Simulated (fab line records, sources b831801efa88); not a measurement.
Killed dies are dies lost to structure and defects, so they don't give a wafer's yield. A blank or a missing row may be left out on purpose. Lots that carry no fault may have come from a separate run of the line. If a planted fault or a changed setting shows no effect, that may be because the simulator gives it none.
8D (eight disciplines) problem report, filled in by code -- flow sky130 -- the parts of the form that need people (team, actions taken, sign-off) are left out

## 1. WHAT WENT WRONG
VT_ADJUST_LVTN_2_TW at SKY_VT_ADJUST_LVTN_TW_MEAS_21 reads a mean of 29.9 on 3 wafers of 1 lot; wafers without a fault read 186.7 with a standard deviation of 0.68. That is -99 or more standard deviations from the usual mean.
Seen first at day 12 07:33 on film_metro-04, wafer L742.2. At this step, 37 wafers from 13 lots have a number in the record. Rule for "out", or "out of limits": more than 4 standard deviations from the usual mean. The other wafers with a number count as sound.

## 2. WHAT IT IS, AND WHAT IT ISN'T
question,is,is not
which readings at this step,VT_ADJUST_LVTN_2_TW,-
which lots,L742,"L726, L727, L728, L729, L730, L731, L733, L736, L738, L741, L743, L747"
which wafers of those lots,all that have a number,-
read on which gauges,film_metro-04,"film_metro-02, film_metro-03"
when,from day 12 07:33,"up to then (29 sound wafers); but 5 sound wafers of L743, L747 came after"

## 3. WHAT RULES OUT EACH SUSPECT
Counting: a tool stays on the suspect list if, at a process step up to the reading, it processed all lots that are out and no sound lot following the first of them.
- ruled out: the gauge at SKY_VT_ADJUST_LVTN_TW_MEAS_21. All the wafers that are out were read on film_metro-04, but those of them that SKY_VT_ADJUST_LVTN_STRIP_09 has rows for are out there too, on other tools.
- plasma_asher-02 at SKY_PWDE_STRIP_09 (strips in O2/N2): ruled out as a lasting fault. Following L742 (day 7 15:15), the first lot on it that is out, the sound lots L743 were run on it.
- plasma_asher-03 at SKY_VT_ADJUST_LVTN_STRIP_09 (strips in O2/N2): kept. It ran the lot that is out, L742 (day 11 08:33), and no sound lot after that; its last sound lot up to then is L736 (day 9 19:45). Its own oes_product_au readings are out on those wafers.
- plasma_asher-03 at SKY_VT_ADJUST_LVTN_STRIP_20 (strips in O2/N2): ruled out as a lasting fault. Following L742 (day 12 07:26), the first lot on it that is out, the sound lots L747 were run on it.
Left after counting: plasma_asher-03 at SKY_VT_ADJUST_LVTN_STRIP_09.

## 4. THE CAUSE (what the simulator had put in)
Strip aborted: plasma_asher-03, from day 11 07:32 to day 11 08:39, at SKY_VT_ADJUST_LVTN_STRIP_09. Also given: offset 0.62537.
Only this tool survived the counting.

## 5. SEQUENCE OF EFFECTS, ordered by route
Each row: a reading whose mean over the struck wafers that have a number lies more than 3 standard deviations from the usual. Scope: only readings with a usual standard deviation given in the record; hours: median across lots of the time from each lot's start at the first step in this table that gives one to its start at this step; sigmas: change in usual standard deviations.
hours,step,reading,usual,on struck wafers,change,sigmas
0,SKY_VT_ADJUST_LVTN_STRIP_09,oes_product_au,0.722 a.u.,0.954,+0.232,+51
23,SKY_VT_ADJUST_LVTN_STRIP_20,strip_time_to_endpoint_s,14.18 s,30.61,+16.43,+99 or more
23,SKY_VT_ADJUST_LVTN_TW_MEAS_21,VT_ADJUST_LVTN_2_TW,186.7,29.9,-156.8,-99 or more
The process steps in it:
- SKY_VT_ADJUST_LVTN_STRIP_09: strips in O2/N2.
- SKY_VT_ADJUST_LVTN_STRIP_20: strips in O2/N2.
Readings that are blank on the struck wafers while sound wafers have them: strip_time_to_endpoint_s at SKY_VT_ADJUST_LVTN_STRIP_09.

## 6. HOW IT WOULD HAVE BEEN CAUGHT EARLIER
The first out-of-limits reading at a measuring or inspecting step in this record came at day 12 07:33, 24 hours after the fault's start at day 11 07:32.
At SKY_VT_ADJUST_LVTN_STRIP_09, the tool's own readings (oes_product_au) were out on each struck wafer the step has a row for, so an alarm limit on them would have fired on the first such wafer.
The start of SKY_VT_ADJUST_LVTN_STRIP_09 on plasma_asher-03 came by day 12 07:33 for every one of the lots that are out (1). None of them would have been spared by holding the tool at that moment.
